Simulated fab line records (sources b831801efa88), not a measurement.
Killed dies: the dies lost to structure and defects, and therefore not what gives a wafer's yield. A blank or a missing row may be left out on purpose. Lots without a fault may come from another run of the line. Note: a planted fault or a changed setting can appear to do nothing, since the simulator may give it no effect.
Which of the tools did it? | flow gf180mcu | 13 lots, 39 wafers sampled, at 5 steps of a route of 602

## WHAT EACH GAUGE READ, for each wafer
GF_NWELL_OVL_MEAS_07.
lot  | measured    | on         | NWELL_OVL (nm)
L263 | day 3 16:44 | overlay-01 | 0.3 0.6 1.1
L265 | day 4 01:05 | overlay-02 | 0.5 -1.0 0.4
L264 | day 4 01:28 | overlay-01 | 0.6 0.7 0.3
L272 | day 5 08:50 | overlay-01 | -0.1 -1.5 -1.0
L273 | day 5 14:26 | overlay-01 | 0.5 1.7 0.4
L274 | day 5 17:20 | overlay-01 | 0.7 0.5 2.4
L275 | day 6 00:02 | overlay-02 | 1.6 0.6 1.6
L276 | day 6 07:08 | overlay-02 | 1.0 -0.3 -0.5
L279 | day 6 21:44 | overlay-02 | 1.3 0.0 -1.1
L280 | day 7 06:29 | overlay-01 | -1.3 -0.3 0.1
L282 | day 7 17:04 | overlay-01 | -0.9 0.2 -0.8
L285 | day 8 07:32 | overlay-01 | 0.7 0.9 -0.8
L286 | day 8 12:20 | overlay-02 | 0.5 0.6 -1.2

GF_MVSD_OVL_MEAS_07.
lot  | measured    | on         | MVSD_OVL (nm)
L263 | day 4 19:23 | overlay-01 | -0.1 1.4 1.8
L265 | day 5 04:13 | overlay-02 | 0.6 -1.0 -1.2
L264 | day 5 04:55 | overlay-01 | -3.0 -0.1 -1.8
L272 | day 6 14:18 | overlay-01 | 3.6 3.0 1.5
L273 | day 6 20:32 | overlay-02 | 1.9 1.1 1.1
L274 | day 6 22:55 | overlay-02 | 1.6 0.7 0.5
L275 | day 7 06:55 | overlay-02 | 3.4 2.1 2.0
L276 | day 7 13:32 | overlay-02 | -1.4 0.1 -0.3
L279 | day 8 06:04 | overlay-02 | 3.0 1.0 1.1
L280 | day 8 14:53 | overlay-02 | 1.4 1.3 0.9
L282 | day 9 02:23 | overlay-01 | 1.8 1.0 2.6
L285 | day 9 18:01 | overlay-01 | -0.6 0.4 1.2
L286 | day 9 22:16 | overlay-01 | 1.2 0.4 0.1

GF_VT_IMPLANT_OVL_MEAS_07.
lot  | measured     | on         | VT_IMPLANT_OVL (nm)
L263 | day 5 23:17  | overlay-02 | -2.7 -2.3 -1.4
L265 | day 6 08:20  | overlay-01 | -1.4 -0.1 0.3
L264 | day 6 09:56  | overlay-02 | -0.3 -0.3 -1.0
L272 | day 7 20:53  | overlay-01 | 2.4 1.5 1.4
L273 | day 8 03:32  | overlay-02 | -1.5 -1.0 0.0
L274 | day 8 06:35  | overlay-01 | 2.3 0.6 0.2
L275 | day 8 16:02  | overlay-01 | 2.2 1.8 2.1
L276 | day 8 21:44  | overlay-01 | 0.1 0.2 0.1
L279 | day 9 14:56  | overlay-01 | -3.1 -1.0 -1.7
L280 | day 10 01:56 | overlay-02 | -139.3 -140.7 -140.0
L282 | day 10 12:38 | overlay-02 | -140.3 -140.7 -140.5
L285 | day 11 05:32 | overlay-01 | 1.1 0.6 1.9
L286 | day 11 10:17 | overlay-01 | 2.4 2.6 2.6

## TOOL THAT RAN EACH LOT (tool first, then ch and the chambers of the sampled wafers, then the start)
lot  | GF_DNWELL_STRIP_08                  | GF_VT_IMPLANT_EXPOSE_04
L263 | plasma asher-01 ch 0,1, day 3 03:21 | iline stepper-01 ch 0, day 5 17:01
L265 | plasma asher-03 ch 0,1, day 3 11:53 | iline stepper-01 ch 0, day 6 00:45
L264 | plasma asher-01 ch 0,1, day 3 12:11 | iline stepper-02 ch 0, day 6 02:35
L272 | plasma asher-01 ch 0,1, day 4 18:36 | iline stepper-02 ch 0, day 7 13:08
L273 | plasma asher-04 ch 0,1, day 5 00:23 | iline stepper-01 ch 0, day 7 20:28
L274 | plasma asher-04 ch 0,1, day 5 03:59 | iline stepper-02 ch 0, day 7 23:13
L275 | plasma asher-03 ch 0,1, day 5 11:04 | iline stepper-01 ch 0, day 8 07:59
L276 | plasma asher-01 ch 0,1, day 5 16:46 | iline stepper-01 ch 0, day 8 14:29
L279 | plasma asher-03 ch 0,1, day 6 07:04 | iline stepper-01 ch 0, day 9 07:01
L280 | plasma asher-03 ch 0,1, day 6 15:28 | iline stepper-02 ch 0, day 9 17:12
L282 | plasma asher-03 ch 0,1, day 7 01:31 | iline stepper-02 ch 0, day 10 04:51
L285 | plasma asher-04 ch 0,1, day 7 15:23 | iline stepper-01 ch 0, day 10 20:56
L286 | plasma asher-01 ch 0,1, day 7 20:11 | iline stepper-01 ch 0, day 11 01:47
- GF_DNWELL_STRIP_08: strips in O2/N2.
- GF_VT_IMPLANT_EXPOSE_04: exposes mask LVPWELL LV AREA, target cd 600 nm.

## WHAT THE TOOLS THEMSELVES READ (means of the sampled wafers that have a number; where no wafer has one, the mark that the record gives instead)
GF_DNWELL_STRIP_08.
lot  | tool            | drypump motor current A (A) | heater power w (W) | oes product au (a.u.) | strip time to endpoint s (s)
L263 | plasma asher-01 | 5.7                         | 373                | 0.720                 | 36.93
L265 | plasma asher-03 | 5.9                         | 289                | 0.725                 | 36.92
L264 | plasma asher-01 | 5.6                         | 377                | 0.726                 | 36.87
L272 | plasma asher-01 | 5.7                         | 354                | 0.724                 | 37.03
L273 | plasma asher-04 | 5.6                         | 334                | 0.725                 | 37.01
L274 | plasma asher-04 | 5.9                         | 353                | 0.721                 | 36.85
L275 | plasma asher-03 | 6.2                         | 292                | 0.722                 | 37.03
L276 | plasma asher-01 | 5.6                         | 355                | 0.720                 | 36.91
L279 | plasma asher-03 | 6.2                         | 295                | 0.721                 | 37.01
L280 | plasma asher-03 | 6.2                         | 297                | 0.724                 | 36.86
L282 | plasma asher-03 | 6.2                         | 294                | 0.720                 | 37.07
L285 | plasma asher-04 | 5.9                         | 353                | 0.723                 | 36.83
L286 | plasma asher-01 | 5.7                         | 357                | 0.725                 | 37.02

GF_VT_IMPLANT_EXPOSE_04.
lot  | tool             | stage vel mm s (mm/s)
L263 | iline stepper-01 | 499.84
L265 | iline stepper-01 | 500.10
L264 | iline stepper-02 | 499.89
L272 | iline stepper-02 | 499.96
L273 | iline stepper-01 | 500.18
L274 | iline stepper-02 | 500.11
L275 | iline stepper-01 | 500.06
L276 | iline stepper-01 | 499.89
L279 | iline stepper-01 | 500.18
L280 | iline stepper-02 | 499.79
L282 | iline stepper-02 | 500.13
L285 | iline stepper-01 | 500.32
L286 | iline stepper-01 | 500.36

## THE ANSWER, worked out from the rows above alone
Rule: usual is defined by the lots themselves. Put in order of their means at a reading, lots are off if they are a third of the lots or fewer, leave a main group of 4 or more, and stand apart from it by a gap of 3 or more times the standard deviation of the main group's means; of several such gaps the widest counts. If all means in a main group match to the digits the tables above print for the reading, that group is not used. A lot without any number at a reading at which 4 lots or more have one is off too. All remaining lots with rows at the step are treated as sound. After the gauges, taken in route order, come the tools' own readings; for these a lot's mean is taken, as printed above. The first step at which some lot is off is used, and at that step the reading that is off furthest; a lot without a number counts as furthest.
Off: L280, L282, seen at GF_VT_IMPLANT_OVL_MEAS_07 (VT_IMPLANT_OVL). The main group has a mean of 0.3 nm with a standard deviation of 1.5.
A tool fits if, at a process step before that reading, it ran every lot that is off, and no sound lot after the first of them. The gauges at GF_VT_IMPLANT_OVL_MEAS_07 are tried like those tools. Can't be told from this: 3 tools fit, plasma asher-03 at GF_DNWELL_STRIP_08, iline stepper-02 at GF_VT_IMPLANT_EXPOSE_04, overlay-02 at GF_VT_IMPLANT_OVL_MEAS_07.

## WHAT WAS PUT IN BY THE SIMULATOR
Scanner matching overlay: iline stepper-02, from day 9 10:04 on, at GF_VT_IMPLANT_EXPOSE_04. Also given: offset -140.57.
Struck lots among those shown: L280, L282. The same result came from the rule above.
